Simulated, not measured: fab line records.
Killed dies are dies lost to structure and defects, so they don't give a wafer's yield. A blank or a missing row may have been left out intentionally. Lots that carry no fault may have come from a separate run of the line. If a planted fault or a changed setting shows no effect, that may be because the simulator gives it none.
fab line records	flow gf180mcu	part 1 of 2: steps 1 to 26 of 36
record lots=5	wafers=15	lastDay=34
route steps=602 shown MVPSD@83 VT_IMPLANT@90
lots untouched by any fault: they come from a run of this same line in which no faults occurred
startH: hours from the record's first day to the start of the lot's first wafer shown	waitH: hours since the lot's step before	" as in the row above	L1.1+2: one row covering several wafers at once	- value missing, or start not given	* or withheld: withheld	< > ~ a bound
route shown NAME@n: NAME is a module with steps in the file, n the number in the route of the first one	usual: the fault-free wafers' mean and standard deviation	same: alike in all rows	chamber/n: place in a boat	sites: readings site by site	_std_site: standard deviation of those values	_edge_site: outer sites' mean less inner sites'	radiusMm: for every site, how far away it sits from the centre of the wafer	mask NAME#n: copy n	behind: tool/chamber where the wafer was last shaped	hold: why the lot went on hold/how many hours it stayed there/how the hold came to an end	device: the transistor (n, p or np) that didn't switch	end of line: at the end of the route, the tests of the same wafers	a step given without rows: its recipe and nothing more	killed: at the first sort, the dies lost to defects and structure; wafer yield is something else	map: a wafer's dies, x killed, . not, _ none there
set.NAME: the setting that was run; set.NAME@STEP: the one run at that earlier step	model.NAME: the simulator's own value behind a step, which no gauge read
lots seen at some steps along the route; tables by step, rows by wafer
services: when a tool's chamber went out of use (startH, in hours from the record's first day, below 0 if earlier), for how many hours, and the reason
## steps
# step GF_MVPSD_PEB_05
# recipe tempC=115	timeS=withheld
# usual exhaustPa=45.0/0.98
lot.wafer	tool	chamber	startH	waitH	exhaustPa
L077.2	lithoTrack-04	0	-	-	43.3
L077.3	"	0	"	"	44.4
L077.4	"	0	"	"	45.8
L088.1	lithoTrack-04	0	-	-	46.1
L088.2	"	0	"	"	47.0
L088.3	"	0	"	"	44.7
L089.2	lithoTrack-01	0	-	-	43.1
L089.3	"	0	"	"	44.0
L089.4	"	0	"	"	44.6
L095.1	lithoTrack-01	0	-	-	44.0
L095.2	"	0	"	"	42.8
L095.3	"	0	"	"	43.3
L096.2	lithoTrack-03	0	-	-	46.0
L096.4	"	0	"	"	46.1
L096.5	"	0	"	"	46.0
# step GF_MVPSD_DEVELOP_06
# recipe wallAngleDeg=90	developTimeS=60	devTempC=23
# usual exhaustPa=44.9/0.92
lot.wafer	tool	chamber	startH	waitH	exhaustPa
L077.2	lithoTrack-04	0	-	-	44.6
L077.3	"	0	"	"	44.8
L077.4	"	0	"	"	44.9
L088.1	lithoTrack-04	0	-	-	42.7
L088.2	"	0	"	"	43.0
L088.3	"	0	"	"	43.4
L089.2	lithoTrack-01	0	-	-	44.6
L089.3	"	0	"	"	44.7
L089.4	"	0	"	"	45.5
L095.1	lithoTrack-01	0	-	-	46.0
L095.2	"	0	"	"	45.3
L095.3	"	0	"	"	45.9
L096.2	lithoTrack-03	0	-	-	45.4
L096.4	"	0	"	"	44.0
L096.5	"	0	"	"	45.5
# step GF_MVPSD_OVL_MEAS_07
# usual MVPSD_OVL=0.5/1.2
lot.wafer	tool	chamber	startH	waitH	MVPSD_OVL[nm]
L077.2	overlay-01	-	113.97	-	-0.9
L077.3	"	-	"	"	2.1
L077.4	"	-	"	"	-0.7
L088.1	overlay-02	-	177.82	-	1.5
L088.2	"	-	"	"	-1.1
L088.3	"	-	"	"	1.8
L089.2	overlay-02	-	190.43	-	1.2
L089.3	"	-	"	"	1.6
L089.4	"	-	"	"	-0.3
L095.1	overlay-01	-	225.92	-	0.6
L095.2	"	-	"	"	2.2
L095.3	"	-	"	"	-1.4
L096.2	overlay-02	-	227.60	-	2.4
L096.4	"	-	"	"	1.8
L096.5	"	-	"	"	0.4
# step GF_MVPSD_IMPLANT_08
# recipe species=B	energyKev=170	doseCm2=1.5e+13	tiltDeg=0
# usual tiltDeg=0.000/0.019
lot.wafer	tool	chamber	startH	waitH	tiltDeg
L077.2	implanter-01	0	114.03	0.0	0.017
L077.3	"	0	"	"	-0.035
L077.4	"	0	"	"	-0.012
L088.1	implanter-03	0	177.85	0.0	0.018
L088.2	"	0	"	"	0.018
L088.3	"	0	"	"	0.020
L089.2	implanter-02	0	190.48	0.0	0.022
L089.3	"	0	"	"	0.018
L089.4	"	0	"	"	0.021
L095.1	implanter-03	0	225.96	0.0	0.010
L095.2	"	0	"	"	0.013
L095.3	"	0	"	"	0.034
L096.2	implanter-03	0	227.65	0.0	0.016
L096.4	"	0	"	"	0.001
L096.5	"	0	"	"	0.023
# step GF_MVPSD_IMPLANT_09
# recipe species=B	energyKev=40	doseCm2=5e+12	tiltDeg=0
# usual tiltDeg=-0.001/0.02
lot.wafer	tool	chamber	startH	waitH	tiltDeg
L077.2	implanter-01	0	114.18	0.1	0.019
L077.3	"	0	"	"	0.018
L077.4	"	0	"	"	0.019
L088.1	implanter-03	0	178.00	0.1	-0.009
L088.2	"	0	"	"	0.008
L088.3	"	0	"	"	-0.035
L089.2	implanter-02	0	190.63	0.1	0.000
L089.3	"	0	"	"	-0.035
L089.4	"	0	"	"	-0.007
L095.1	implanter-03	0	226.11	0.1	-0.029
L095.2	"	0	"	"	-0.028
L095.3	"	0	"	"	-0.019
L096.2	implanter-03	0	227.80	0.1	-0.010
L096.4	"	0	"	"	-0.023
L096.5	"	0	"	"	-0.027
# step GF_MVPSD_STRIP_10
# recipe chemistry=O2/N2	powerW=1400	pressureMtorr=1500	platenTempC=250	o2FlowSccm=3000	n2FlowSccm=300	overashFraction=0.5
# usual drypumpMotorCurrentA=5.8/0.51	heaterPowerW=320/52	oesProductAu=0.722/0.0044	stripTimeToEndpointS=36.97/0.13
# same overashFraction=0.5
lot.wafer	tool	chamber	startH	waitH	drypumpMotorCurrentA	heaterPowerW	oesProductAu	rfHoursCounterH	stripTimeToEndpointS
L077.2	plasmaAsher-01	1	114.30	0.1	4.9	287	0.719	45	36.91
L077.3	"	0	"	"	5.6	273	0.722	-	36.93
L077.4	"	1	"	"	4.9	293	0.721	-	36.87
L088.1	plasmaAsher-01	1	178.15	0.1	4.9	293	0.727	52	36.71
L088.2	"	0	"	"	5.6	272	0.738	52	36.87
L088.3	"	0	"	"	5.6	271	0.712	-	36.97
L089.2	plasmaAsher-02	1	190.76	0.1	5.5	294	0.724	7	37.00
L089.3	"	0	"	"	6.3	300	0.724	-	36.99
L089.4	"	1	"	"	5.5	299	0.720	-	37.12
L095.1	plasmaAsher-02	1	226.26	0.1	5.5	301	0.720	11	37.03
L095.2	"	0	"	"	6.2	307	0.722	11	37.03
L095.3	"	1	"	"	5.5	293	0.725	-	37.08
L096.2	plasmaAsher-02	1	227.93	0.1	5.6	298	0.721	11	37.12
L096.4	"	1	"	"	5.5	303	0.723	-	37.10
L096.5	"	1	"	"	5.6	298	0.717	-	37.07
# step GF_MVPSD_TW_MEAS_11
# usual MVPSD_TW=560.2/2.9
lot.wafer	tool	chamber	startH	waitH	MVPSD_TW
L077.2	filmMetro-04	-	114.41	0.1	560.0
L077.3	"	-	"	"	557.9
L077.4	"	-	"	"	559.2
L088.1	filmMetro-02	-	178.25	0.1	563.3
L088.2	"	-	"	"	563.5
L088.3	"	-	"	"	562.1
L089.2	filmMetro-02	-	190.87	0.1	562.7
L089.3	"	-	"	"	561.5
L089.4	"	-	"	"	561.6
L095.1	filmMetro-04	-	226.36	0.1	553.9
L095.2	"	-	"	"	554.0
L095.3	"	-	"	"	556.3
L096.2	filmMetro-03	-	228.04	0.1	560.9
L096.4	"	-	"	"	562.6
L096.5	"	-	"	"	561.2
# step GF_VT_IMPLANT_DEHYDRATE_00
# recipe tempC=200	timeS=60
# usual exhaustPa=44.7/0.98
lot.wafer	tool	chamber	startH	waitH	exhaustPa
L077.2	lithoTrack-03	0	121.02	6.6	44.8
L077.3	"	0	"	"	44.5
L077.4	"	0	"	"	44.5
L088.1	lithoTrack-02	0	185.58	7.3	46.9
L088.2	"	0	"	"	45.5
L088.3	"	0	"	"	45.5
L089.2	lithoTrack-01	0	198.60	7.7	45.5
L089.3	"	0	"	"	45.0
L089.4	"	0	"	"	44.4
L095.1	lithoTrack-01	0	234.72	8.4	42.7
L095.2	"	0	"	"	43.8
L095.3	"	0	"	"	43.0
L096.2	lithoTrack-03	0	236.12	8.1	44.5
L096.4	"	0	"	"	44.6
L096.5	"	0	"	"	44.4
# step GF_VT_IMPLANT_HMDS_01
# recipe primeTimeS=60	primeTempC=120
# usual exhaustPa=45.1/0.78
lot.wafer	tool	chamber	startH	waitH	exhaustPa
L077.2	lithoTrack-03	0	121.17	0.1	44.3
L077.3	"	0	"	"	44.1
L077.4	"	0	"	"	44.5
L088.1	lithoTrack-02	0	185.73	0.1	43.3
L088.2	"	0	"	"	44.8
L088.3	"	0	"	"	44.4
L089.2	lithoTrack-01	0	198.75	0.1	44.8
L089.3	"	0	"	"	44.0
L089.4	"	0	"	"	44.5
L095.1	lithoTrack-01	0	234.87	0.1	45.7
L095.2	"	0	"	"	45.1
L095.3	"	0	"	"	44.2
L096.2	lithoTrack-03	0	236.27	0.1	46.2
L096.4	"	0	"	"	45.5
L096.5	"	0	"	"	45.1
# step GF_VT_IMPLANT_COAT_02
# recipe resist=NOVOLAK	spinRpm=3000	resistThkNm=1000
# usual exhaustPa=45.0/0.93	spinSpeedRpm=3000.3/1.9
lot.wafer	tool	chamber	startH	waitH	exhaustPa	spinSpeedRpm
L077.2	lithoTrack-03	0	121.32	0.1	44.8	2998.7
L077.3	"	0	"	"	43.7	2997.8
L077.4	"	0	"	"	45.1	3001.2
L088.1	lithoTrack-02	0	185.88	0.1	45.6	2999.1
L088.2	"	0	"	"	45.7	3001.2
L088.3	"	0	"	"	45.3	3002.4
L089.2	lithoTrack-01	0	198.90	0.1	45.4	2998.4
L089.3	"	0	"	"	46.1	2996.7
L089.4	"	0	"	"	45.3	2999.0
L095.1	lithoTrack-01	0	235.02	0.1	46.3	3000.5
L095.2	"	0	"	"	44.4	3001.0
L095.3	"	0	"	"	45.6	3000.7
L096.2	lithoTrack-03	0	236.42	0.1	45.0	3000.9
L096.4	"	0	"	"	44.9	3000.1
L096.5	"	0	"	"	44.4	2999.9
# step GF_VT_IMPLANT_SOFTBAKE_03
# recipe tempC=90	timeS=60	resist=NOVOLAK
# usual exhaustPa=45.2/0.93
lot.wafer	tool	chamber	startH	waitH	exhaustPa
L077.2	lithoTrack-03	0	121.47	0.1	44.1
L077.3	"	0	"	"	43.6
L077.4	"	0	"	"	44.0
L088.1	lithoTrack-02	0	186.03	0.1	45.0
L088.2	"	0	"	"	43.9
L088.3	"	0	"	"	45.0
L089.2	lithoTrack-01	0	199.05	0.1	43.6
L089.3	"	0	"	"	46.0
L089.4	"	0	"	"	44.4
L095.1	lithoTrack-01	0	235.17	0.1	45.6
L095.2	"	0	"	"	45.7
L095.3	"	0	"	"	46.0
L096.2	lithoTrack-03	0	236.57	0.1	44.3
L096.4	"	0	"	"	44.2
L096.5	"	0	"	"	44.6
# step GF_VT_IMPLANT_EXPOSE_04
# recipe maskId=LVPWELL_LV_AREA	targetCdNm=600	na=0.6	sourceShape=conventional	sigmaOuter=0.6	doseMj=140
lot.wafer	tool	chamber	startH	waitH	mask
L077.2+3+4	ilineStepper-01	0	-	-	LVPWELL_LV_AREA#0
L088.1+2+3	ilineStepper-02	0	-	-	LVPWELL_LV_AREA#0
L089.2+3+4	ilineStepper-01	0	-	-	LVPWELL_LV_AREA#0
L095.1+2+3	ilineStepper-01	0	-	-	LVPWELL_LV_AREA#0
L096.2+4+5	ilineStepper-01	0	-	-	LVPWELL_LV_AREA#0
# step GF_VT_IMPLANT_PEB_05
# recipe tempC=withheld	timeS=*	resist=NOVOLAK
# usual exhaustPa=45.0/0.79
lot.wafer	tool	chamber	startH	waitH	exhaustPa
L077.2	lithoTrack-02	0	-	-	46.4
L077.3	"	0	"	"	46.4
L077.4	"	0	"	"	44.1
L088.1	lithoTrack-02	0	-	-	45.0
L088.2	"	0	"	"	45.4
L088.3	"	0	"	"	45.4
L089.2	lithoTrack-01	0	-	-	46.4
L089.3	"	0	"	"	45.5
L089.4	"	0	"	"	46.6
L095.1	lithoTrack-01	0	-	-	44.8
L095.2	"	0	"	"	45.6
L095.3	"	0	"	"	45.3
L096.2	lithoTrack-03	0	-	-	45.7
L096.4	"	0	"	"	45.5
L096.5	"	0	"	"	47.0
# step GF_VT_IMPLANT_DEVELOP_06
# recipe developTimeS=60	devTempC=23
# usual exhaustPa=44.9/0.97
lot.wafer	tool	chamber	startH	waitH	exhaustPa
L077.2	lithoTrack-02	0	128.56	0.1	45.7
L077.3	"	0	"	"	45.0
L077.4	"	0	"	"	43.9
L088.1	lithoTrack-02	0	195.13	0.1	44.5
L088.2	"	0	"	"	45.7
L088.3	"	0	"	"	44.0
L089.2	lithoTrack-01	0	207.90	0.1	45.1
L089.3	"	0	"	"	44.3
L089.4	"	0	"	"	43.9
L095.1	lithoTrack-01	0	243.92	0.1	43.6
L095.2	"	0	"	"	42.5
L095.3	"	0	"	"	42.9
L096.2	lithoTrack-03	0	245.52	0.1	43.8
L096.4	"	0	"	"	45.1
L096.5	"	0	"	"	44.5
# step GF_VT_IMPLANT_OVL_MEAS_07
# usual VT_IMPLANT_OVL=-0.3/1.5
lot.wafer	tool	chamber	startH	waitH	VT_IMPLANT_OVL[nm]
L077.2	overlay-01	-	128.69	0.1	-1.4
L077.3	"	-	"	"	0.1
L077.4	"	-	"	"	-0.2
L088.1	overlay-01	-	195.28	0.1	-0.5
L088.2	"	-	"	"	-1.6
L088.3	"	-	"	"	-0.3
L089.2	overlay-01	-	208.03	0.1	0.9
L089.3	"	-	"	"	1.6
L089.4	"	-	"	"	-2.0
L095.1	overlay-02	-	244.07	0.1	1.7
L095.2	"	-	"	"	0.3
L095.3	"	-	"	"	0.1
L096.2	overlay-02	-	245.65	0.1	-1.7
L096.4	"	-	"	"	0.4
L096.5	"	-	"	"	-1.3
# step GF_VT_IMPLANT_IMPLANT_08
# recipe species=BF2	energyKev=20	doseCm2=8.29e+12	tiltDeg=7
# usual tiltDeg=7.001/0.019
lot.wafer	tool	chamber	startH	waitH	tiltDeg
L077.2	implanter-02	0	128.74	0.0	7.000
L077.3	"	0	"	"	6.995
L077.4	"	0	"	"	6.999
L088.1	implanter-03	0	195.32	0.0	7.020
L088.2	"	0	"	"	6.999
L088.3	"	0	"	"	6.993
L089.2	implanter-02	0	208.08	0.0	7.037
L089.3	"	0	"	"	7.036
L089.4	"	0	"	"	7.011
L095.1	implanter-02	0	244.11	0.0	7.005
L095.2	"	0	"	"	7.013
L095.3	"	0	"	"	7.020
L096.2	implanter-04	0	245.70	0.0	7.018
L096.4	"	0	"	"	6.978
L096.5	"	0	"	"	6.977
# step GF_VT_IMPLANT_STRIP_09
# recipe chemistry=O2/N2	powerW=1400	pressureMtorr=1500	platenTempC=250	o2FlowSccm=3000	n2FlowSccm=300	overashFraction=0.5
# usual drypumpMotorCurrentA=6.0/0.44	heaterPowerW=318/47	oesProductAu=0.716/0.0044	stripTimeToEndpointS=12.652/0.029
# same overashFraction=0.5
lot.wafer	tool	chamber	startH	waitH	drypumpMotorCurrentA	heaterPowerW	oesProductAu	rfHoursCounterH	stripTimeToEndpointS
L077.2	plasmaAsher-02	1	128.87	0.1	5.5	299	0.716	1	12.661
L077.3	"	1	"	"	5.5	297	0.708	-	12.656
L077.4	"	0	"	"	6.2	315	0.714	-	12.655
L088.1	plasmaAsher-04	1	195.47	0.1	5.4	281	0.716	36	12.637
L088.2	"	0	"	"	6.5	297	0.720	36	12.596
L088.3	"	1	"	"	5.3	281	0.714	-	12.609
L089.2	plasmaAsher-02	0	208.21	0.1	6.2	311	0.715	9	12.657
L089.3	"	0	"	"	6.2	302	0.716	-	12.677
L089.4	"	1	"	"	5.5	297	0.725	-	12.684
L095.1	plasmaAsher-04	1	244.26	0.1	5.4	293	0.715	41	12.698
L095.2	"	0	"	"	6.5	305	0.711	41	12.677
L095.3	"	1	"	"	5.4	287	0.712	-	12.726
L096.2	plasmaAsher-04	0	245.83	0.1	6.5	298	0.721	41	12.661
L096.4	"	1	"	"	5.4	291	0.715	-	12.638
L096.5	"	0	"	"	6.5	296	0.716	-	12.638
# step GF_VT_IMPLANT_TW_MEAS_10
# usual VT_IMPLANT_TW=565/5.1
lot.wafer	tool	chamber	startH	waitH	VT_IMPLANT_TW
L077.2	filmMetro-01	-	128.98	0.1	562
L077.3	"	-	"	"	557
L077.4	"	-	"	"	561
L088.1	filmMetro-01	-	195.57	0.1	561
L088.2	"	-	"	"	560
L088.3	"	-	"	"	564
L089.2	filmMetro-01	-	208.32	0.1	561
L089.3	"	-	"	"	559
L089.4	"	-	"	"	562
L095.1	filmMetro-03	-	244.36	0.1	574
L095.2	"	-	"	"	571
L095.3	"	-	"	"	569
L096.2	filmMetro-01	-	245.94	0.1	566
L096.4	"	-	"	"	561
L096.5	"	-	"	"	561
# step GF_VT_IMPLANT_DEHYDRATE_11
# recipe tempC=200	timeS=60
# usual exhaustPa=45.2/1
lot.wafer	tool	chamber	startH	waitH	exhaustPa
L077.2	lithoTrack-01	0	136.10	7.1	44.3
L077.3	"	0	"	"	44.7
L077.4	"	0	"	"	45.0
L088.1	lithoTrack-03	0	203.74	8.2	47.0
L088.2	"	0	"	"	46.7
L088.3	"	0	"	"	47.0
L089.2	lithoTrack-02	0	216.51	8.2	45.2
L089.3	"	0	"	"	45.2
L089.4	"	0	"	"	46.6
L095.1	lithoTrack-02	0	253.78	9.4	45.4
L095.2	"	0	"	"	45.4
L095.3	"	0	"	"	45.0
L096.2	lithoTrack-01	0	254.85	8.9	44.6
L096.4	"	0	"	"	45.0
L096.5	"	0	"	"	44.0
# step GF_VT_IMPLANT_HMDS_12
# recipe primeTimeS=60	primeTempC=120
# usual exhaustPa=44.9/0.87
lot.wafer	tool	chamber	startH	waitH	exhaustPa
L077.2	lithoTrack-01	0	136.25	0.1	45.0
L077.3	"	0	"	"	45.4
L077.4	"	0	"	"	45.4
L088.1	lithoTrack-03	0	203.89	0.1	44.1
L088.2	"	0	"	"	44.5
L088.3	"	0	"	"	44.7
L089.2	lithoTrack-02	0	216.66	0.1	45.5
L089.3	"	0	"	"	45.7
L089.4	"	0	"	"	44.7
L095.1	lithoTrack-02	0	253.93	0.1	44.5
L095.2	"	0	"	"	45.1
L095.3	"	0	"	"	43.9
L096.2	lithoTrack-01	0	255.00	0.1	45.7
L096.4	"	0	"	"	44.7
L096.5	"	0	"	"	43.5
# step GF_VT_IMPLANT_COAT_13
# recipe resist=NOVOLAK	spinRpm=3000	resistThkNm=1000
# usual exhaustPa=45.2/0.8	spinSpeedRpm=2999.7/2
lot.wafer	tool	chamber	startH	waitH	exhaustPa	spinSpeedRpm
L077.2	lithoTrack-01	0	136.40	0.1	45.4	2997.2
L077.3	"	0	"	"	44.5	2999.8
L077.4	"	0	"	"	45.3	2998.3
L088.1	lithoTrack-03	0	204.04	0.1	44.7	3001.7
L088.2	"	0	"	"	45.1	3000.1
L088.3	"	0	"	"	44.8	3001.0
L089.2	lithoTrack-02	0	216.81	0.1	45.3	3001.8
L089.3	"	0	"	"	46.0	2998.7
L089.4	"	0	"	"	47.0	2998.5
L095.1	lithoTrack-02	0	254.08	0.1	44.4	3004.1
L095.2	"	0	"	"	44.3	3003.1
L095.3	"	0	"	"	45.5	3001.0
L096.2	lithoTrack-01	0	255.15	0.1	43.9	3000.1
L096.4	"	0	"	"	45.4	2998.4
L096.5	"	0	"	"	45.1	2999.3
# step GF_VT_IMPLANT_SOFTBAKE_14
# recipe tempC=90	timeS=60	resist=NOVOLAK
# usual exhaustPa=45.0/0.79
lot.wafer	tool	chamber	startH	waitH	exhaustPa
L077.2	lithoTrack-01	0	136.55	0.1	46.0
L077.3	"	0	"	"	45.2
L077.4	"	0	"	"	44.6
L088.1	lithoTrack-03	0	204.19	0.1	45.2
L088.2	"	0	"	"	44.8
L088.3	"	0	"	"	44.6
L089.2	lithoTrack-02	0	216.96	0.1	46.0
L089.3	"	0	"	"	44.8
L089.4	"	0	"	"	45.5
L095.1	lithoTrack-02	0	254.23	0.1	44.3
L095.2	"	0	"	"	43.8
L095.3	"	0	"	"	44.7
L096.2	lithoTrack-01	0	255.30	0.1	44.7
L096.4	"	0	"	"	45.3
L096.5	"	0	"	"	45.5
# step GF_VT_IMPLANT_EXPOSE_15
# recipe maskId=Nwell_LV_AREA	targetCdNm=860	na=0.6	sourceShape=conventional	sigmaOuter=0.6	doseMj=140
lot.wafer	tool	chamber	startH	waitH	mask
L077.2+3+4	ilineStepper-01	0	-	-	Nwell_LV_AREA#0
L088.1+2+3	ilineStepper-01	0	-	-	Nwell_LV_AREA#0
L089.2+3+4	ilineStepper-02	0	-	-	Nwell_LV_AREA#0
L095.1+2+3	ilineStepper-02	0	-	-	Nwell_LV_AREA#0
L096.2+4+5	ilineStepper-02	0	-	-	Nwell_LV_AREA#0
# step GF_VT_IMPLANT_PEB_16
# recipe tempC=withheld	timeS=*	resist=NOVOLAK
# usual exhaustPa=45.1/0.81
lot.wafer	tool	chamber	startH	waitH	exhaustPa
L077.2	lithoTrack-01	0	-	-	44.5
L077.3	"	0	"	"	43.7
L077.4	"	0	"	"	46.6
L088.1	lithoTrack-02	0	-	-	46.0
L088.2	"	0	"	"	46.5
L088.3	"	0	"	"	46.4
L089.2	lithoTrack-03	0	-	-	45.1
L089.3	"	0	"	"	43.4
L089.4	"	0	"	"	43.6
L095.1	lithoTrack-02	0	-	-	46.8
L095.2	"	0	"	"	44.7
L095.3	"	0	"	"	46.7
L096.2	lithoTrack-02	0	-	-	45.0
L096.4	"	0	"	"	47.3
L096.5	"	0	"	"	46.1
# step GF_VT_IMPLANT_DEVELOP_17
# recipe developTimeS=60	devTempC=23
# usual exhaustPa=45.2/1
lot.wafer	tool	chamber	startH	waitH	exhaustPa
L077.2	lithoTrack-01	0	143.80	0.1	45.1
L077.3	"	0	"	"	46.3
L077.4	"	0	"	"	45.4
L088.1	lithoTrack-02	0	212.78	0.1	45.3
L088.2	"	0	"	"	44.0
L088.3	"	0	"	"	45.0
L089.2	lithoTrack-03	0	226.07	0.1	46.2
L089.3	"	0	"	"	44.0
L089.4	"	0	"	"	46.8
L095.1	lithoTrack-02	0	263.48	0.1	47.2
L095.2	"	0	"	"	47.9
L095.3	"	0	"	"	46.7
L096.2	lithoTrack-02	0	264.56	0.1	45.5
L096.4	"	0	"	"	44.9
L096.5	"	0	"	"	44.3
# step GF_VT_IMPLANT_OVL_MEAS_18
# usual VT_IMPLANT_01_OVL=0.0/1.3
lot.wafer	tool	chamber	startH	waitH	VT_IMPLANT_01_OVL[nm]
L077.2	overlay-02	-	143.93	0.1	-2.3
L077.3	"	-	"	"	-1.1
L077.4	"	-	"	"	-2.0
L088.1	overlay-01	-	212.93	0.1	2.5
L088.2	"	-	"	"	1.3
L088.3	"	-	"	"	1.5
L089.2	overlay-01	-	226.20	0.1	-1.9
L089.3	"	-	"	"	-2.0
L089.4	"	-	"	"	-2.7
L095.1	overlay-01	-	263.63	0.1	1.5
L095.2	"	-	"	"	1.5
L095.3	"	-	"	"	2.0
L096.2	overlay-02	-	264.69	0.1	0.1
L096.4	"	-	"	"	-1.2
L096.5	"	-	"	"	0.3
